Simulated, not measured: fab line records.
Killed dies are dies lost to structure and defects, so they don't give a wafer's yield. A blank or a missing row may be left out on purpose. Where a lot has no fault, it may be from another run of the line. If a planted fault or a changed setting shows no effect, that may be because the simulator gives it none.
Which tool is to blame? + flow gf180mcu + 33 wafers from 11 lots sampled at 6 of the route's 602 steps

== WHAT THE GAUGES SHOWED, per wafer ==
GF_V3_THK_MEAS_25: measures by xrf.
| lot  | measured     | on           | V3_W_THK (nm) |
|------|--------------|--------------|---------------|
| L684 | day 23 02:32 | filmMetro-02 | 368 374 369   |
| L687 | day 23 21:39 | filmMetro-01 | 357 356 354   |
| L688 | day 24 11:33 | filmMetro-01 | 358 361 366   |
| L689 | day 24 18:28 | filmMetro-01 | 355 357 352   |
| L691 | day 25 10:53 | filmMetro-03 | 351 352 351   |
| L692 | day 25 18:13 | filmMetro-01 | 358 357 354   |
| L693 | day 26 07:26 | filmMetro-01 | 353 352 357   |
| L700 | day 28 03:48 | filmMetro-01 | 358 352 357   |
| L703 | day 29 00:16 | filmMetro-02 | 359 357 358   |
| L705 | day 29 11:25 | filmMetro-02 | 369 370 368   |
| L706 | day 29 17:29 | filmMetro-01 | 348 350 352   |

GF_M4_RS_MEAS_05: measurement is done with a four-point probe.
| lot  | measured     | on           | M4_ALCU_RS (ohm/sq)  |
|------|--------------|--------------|----------------------|
| L684 | day 23 03:08 | filmMetro-04 | 0.0693 0.0694 0.0699 |
| L687 | day 23 22:15 | filmMetro-04 | 0.0691 0.0695 0.0695 |
| L688 | day 24 12:08 | filmMetro-03 | 0.0705 0.0708 0.0702 |
| L689 | day 24 19:03 | filmMetro-03 | 0.0704 0.0699 0.0708 |
| L691 | day 25 11:29 | filmMetro-04 | 0.0704 0.0689 0.0705 |
| L692 | day 25 18:48 | filmMetro-03 | 0.0699 0.0695 0.0700 |
| L693 | day 26 08:01 | filmMetro-01 | 0.0692 0.0691 0.0693 |
| L700 | day 28 04:23 | filmMetro-03 | 0.0430 0.0692 0.0429 |
| L703 | day 29 00:50 | filmMetro-01 | 0.0432 0.0428 0.0686 |
| L705 | day 29 12:00 | filmMetro-03 | 0.0691 0.0693 0.0690 |
| L706 | day 29 18:04 | filmMetro-04 | 0.0696 0.0695 0.0690 |

GF_M4_THK_MEAS_06: measures by xrf.
| lot  | measured     | on           | M4_ALCU_THK (nm) |
|------|--------------|--------------|------------------|
| L684 | day 23 03:14 | filmMetro-04 | 457 454 451      |
| L687 | day 23 22:21 | filmMetro-04 | 456 455 455      |
| L688 | day 24 12:15 | filmMetro-03 | 450 450 451      |
| L689 | day 24 19:10 | filmMetro-03 | 449 453 450      |
| L691 | day 25 11:35 | filmMetro-04 | 449 460 449      |
| L692 | day 25 18:55 | filmMetro-03 | 456 459 455      |
| L693 | day 26 08:08 | filmMetro-01 | 458 459 457      |
| L700 | day 28 04:30 | filmMetro-03 | 734 458 745      |
| L703 | day 29 00:58 | filmMetro-01 | 733 734 460      |
| L705 | day 29 12:07 | filmMetro-03 | 461 459 458      |
| L706 | day 29 18:11 | filmMetro-04 | 455 455 455      |

== WHICH TOOL RAN EACH LOT (tool, then ch and the chambers of the sampled wafers, then the start) ==
| lot  | GF_V3_CVD_02                    | GF_V3_STRIP_18                      | GF_M4_SPUTTER_02            |
|------|---------------------------------|-------------------------------------|-----------------------------|
| L684 | pecvd-04 ch 1,2, day 22 01:56   | plasmaAsher-04 ch 0,1, day 23 01:41 | pvdSputter-02, day 23 03:01 |
| L687 | pecvd-04 ch 0,2, day 22 20:59   | plasmaAsher-01 ch 0,1, day 23 20:46 | pvdSputter-02, day 23 22:07 |
| L688 | pecvd-04 ch 0,1,2, day 23 11:30 | plasmaAsher-04 ch 0,1, day 24 10:35 | pvdSputter-01, day 24 12:02 |
| L689 | pecvd-03 ch 0,1, day 23 18:13   | plasmaAsher-01 ch 0,1, day 24 17:36 | pvdSputter-01, day 24 18:58 |
| L691 | pecvd-01 ch 0,1,2, day 24 11:29 | plasmaAsher-02 ch 0,1, day 25 09:55 | pvdSputter-01, day 25 11:22 |
| L692 | pecvd-03 ch 0,1,2, day 24 18:41 | plasmaAsher-01 ch 0,1, day 25 16:53 | pvdSputter-04, day 25 18:43 |
| L693 | pecvd-01 ch 0,1,2, day 25 08:23 | plasmaAsher-04 ch 0,1, day 26 06:26 | pvdSputter-02, day 26 07:55 |
| L700 | pecvd-03 ch 0,1, day 27 05:58   | plasmaAsher-04 ch 0,1, day 28 02:56 | pvdSputter-02, day 28 04:17 |
| L703 | pecvd-04 ch 0,2, day 28 03:38   | plasmaAsher-01 ch 0,1, day 28 23:23 | pvdSputter-02, day 29 00:45 |
| L705 | pecvd-04 ch 1,2, day 28 14:47   | plasmaAsher-01 ch 0,1, day 29 10:33 | pvdSputter-01, day 29 11:54 |
| L706 | pecvd-04 ch 1,2, day 28 20:35   | plasmaAsher-02 ch 0,1, day 29 16:36 | pvdSputter-04, day 29 17:58 |
- GF_V3_CVD_02: deposits SiO2 from TEOS, target thk 850 nm, time 94.851 s.
- GF_V3_STRIP_18: strips in O2/N2.
- GF_M4_SPUTTER_02: material AlCu, target thk 450 nm, time 23.9 s.

== AS READ BY THE TOOLS THEMSELVES (means over the sampled wafers that have a number; for cases with no such wafer, the mark the record gives instead) ==
GF_V3_CVD_02.
| lot  | tool     | heaterPowerW (W) |
|------|----------|------------------|
| L684 | pecvd-04 | 677              |
| L687 | pecvd-04 | 645              |
| L688 | pecvd-04 | 641              |
| L689 | pecvd-03 | 613              |
| L691 | pecvd-01 | 624              |
| L692 | pecvd-03 | 618              |
| L693 | pecvd-01 | 715              |
| L700 | pecvd-03 | 583              |
| L703 | pecvd-04 | 686              |
| L705 | pecvd-04 | 621              |
| L706 | pecvd-04 | 643              |

GF_V3_STRIP_18.
| lot  | tool           | drypumpMotorCurrentA (A) | heaterPowerW (W) | o2FlowSccm (sccm) | oesProductAu (a.u.) |
|------|----------------|--------------------------|------------------|-------------------|---------------------|
| L684 | plasmaAsher-04 | 5.87                     | 330              | 3008              | 0.593               |
| L687 | plasmaAsher-01 | 5.63                     | 362              | 2991              | 0.592               |
| L688 | plasmaAsher-04 | 5.79                     | 341              | 3010              | 0.588               |
| L689 | plasmaAsher-01 | 5.63                     | 366              | 2994              | 0.587               |
| L691 | plasmaAsher-02 | 5.97                     | 360              | 2994              | 0.590               |
| L692 | plasmaAsher-01 | 5.63                     | 363              | 3016              | 0.592               |
| L693 | plasmaAsher-04 | 5.80                     | 340              | 2995              | 0.596               |
| L700 | plasmaAsher-04 | 5.86                     | 327              | 2995              | 0.598               |
| L703 | plasmaAsher-01 | 5.58                     | 359              | 2991              | 0.585               |
| L705 | plasmaAsher-01 | 5.59                     | 361              | 3002              | 0.595               |
| L706 | plasmaAsher-02 | 5.93                     | 359              | 3002              | 0.595               |

GF_M4_SPUTTER_02.
| lot  | tool          | throttleValvePct (%) |
|------|---------------|----------------------|
| L684 | pvdSputter-02 | 29.1                 |
| L687 | pvdSputter-02 | 29.1                 |
| L688 | pvdSputter-01 | 28.4                 |
| L689 | pvdSputter-01 | 28.4                 |
| L691 | pvdSputter-01 | 29.1                 |
| L692 | pvdSputter-04 | 30.2                 |
| L693 | pvdSputter-02 | 29.9                 |
| L700 | pvdSputter-02 | 29.9                 |
| L703 | pvdSputter-02 | 28.8                 |
| L705 | pvdSputter-01 | 28.6                 |
| L706 | pvdSputter-04 | 30.1                 |

== THE ANSWER, worked out from the rows above alone ==
Rule: usual is defined by the lots themselves. The widest of any qualifying gaps counts: lots, ordered by their means at a reading, are off when they make up no more than a third of the lots, leave a main group of 4 or more, and stand apart from it by 3 or more times the standard deviation of that group's means. A main group is skipped when, at the precision printed for the reading in the tables above, its means are all equal. A lot without any number at a reading at which 4 lots or more have one is off too. Where the step has rows for the other lots, those lots are counted as sound. Order of review: gauges by route order, followed by the tools' own readings, for which a lot's mean as printed above is used. The first step at which some lot is off is used, and at that step the reading that is off furthest; a lot without a number counts as furthest.
Off: at GF_M4_RS_MEAS_05 (M4_ALCU_RS), L700, L703. The main group has a mean of 0.0697 ohm/sq with a standard deviation of 0.00047.
A tool fits if, at a process step before that reading, it ran every lot that is off, and no sound lot after the first of them. Gauges at GF_M4_RS_MEAS_05: tried the same way as those tools. One fits: pvdSputter-02 at GF_M4_SPUTTER_02. A fault onset in the window from L693 (day 26 07:55, its last sound lot) to L700 (day 28 04:17, its first lot off) fits.

== WHAT THE SIMULATOR PUT IN ==
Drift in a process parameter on pvdSputter-02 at GF_M4_SPUTTER_02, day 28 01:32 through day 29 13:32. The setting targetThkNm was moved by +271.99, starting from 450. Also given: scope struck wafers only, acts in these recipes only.
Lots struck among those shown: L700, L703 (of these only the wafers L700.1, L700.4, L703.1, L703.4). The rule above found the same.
